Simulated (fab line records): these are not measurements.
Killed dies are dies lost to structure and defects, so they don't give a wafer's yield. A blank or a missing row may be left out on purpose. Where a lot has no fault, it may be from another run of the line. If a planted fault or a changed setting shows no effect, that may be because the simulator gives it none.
The tool behind it: which one? -- flow gf180mcu -- Sampling: 6 lots, 18 wafers, 3 of 602 route steps

WHAT THE GAUGES READ, wafer by wafer
GF_V5_THK_MEAS_01.
lot,measured,on,V5_CVD_00_THK (nm)
L257,day 27 22:45,filmMetro-01,297 299 302
L260,day 29 06:20,filmMetro-01,302 361 300
L262,day 29 15:08,filmMetro-04,353 360 297
L270,day 32 00:08,filmMetro-03,304 300 300
L274,day 32 18:51,filmMetro-01,302 304 296
L275,day 32 20:53,filmMetro-01,301 307 298

EACH LOT AND THE TOOL THAT RAN IT (in order: tool; ch and the chambers of the sampled wafers; start)
lot,GF_M5_METAL_ETCH_10,GF_V5_CVD_00
L257,"rieMetal-02 ch 0,1, day 27 22:01","hdpcvd-01 ch 1,2, day 27 22:41"
L260,"rieMetal-03 ch 0,1, day 29 05:35","hdpcvd-01 ch 0,1,2, day 29 06:17"
L262,"rieMetal-02 ch 0, day 29 14:18","hdpcvd-01 ch 0,2, day 29 15:03"
L270,"rieMetal-03 ch 0,1, day 31 23:25","hdpcvd-02 ch 0,1,2, day 32 00:05"
L274,"rieMetal-02 ch 0,1, day 32 18:07","hdpcvd-01 ch 0,2, day 32 18:48"
L275,"rieMetal-04 ch 0,1, day 32 20:11","hdpcvd-02 ch 0,1,2, day 32 20:51"
- GF_M5_METAL_ETCH_10: etches the open film in Cl2/BCl3, stops on SiO2, target depth 750.8 nm, time 125.1 s.
- GF_V5_CVD_00: deposits SiO2, target thk 300 nm, time 50 s.

THE ANSWER, worked out from the rows above alone
Rule: the usual values come from the lots themselves. The widest of any qualifying gaps counts: lots, ordered by their means at a reading, are off when they make up no more than a third of the lots, leave a main group of 4 or more, and stand apart from it by 3 or more times the standard deviation of that group's means. Not used: any main group whose means are identical at the precision the tables above print for the reading. Also off: a lot with no number at a reading for which 4 or more lots have one. Any other lot the step has rows for is counted as sound.
Off: at GF_V5_THK_MEAS_01 (V5_CVD_00_THK), L260, L262. Main group: mean 301 nm, sd 0.99.
A tool fits if, at a process step before that reading, it ran every lot that is off, and no sound lot after the first of them. Gauges at GF_V5_THK_MEAS_01: tried the same way as those tools. No candidate that was tried fits.

WHAT WAS PUT IN BY THE SIMULATOR
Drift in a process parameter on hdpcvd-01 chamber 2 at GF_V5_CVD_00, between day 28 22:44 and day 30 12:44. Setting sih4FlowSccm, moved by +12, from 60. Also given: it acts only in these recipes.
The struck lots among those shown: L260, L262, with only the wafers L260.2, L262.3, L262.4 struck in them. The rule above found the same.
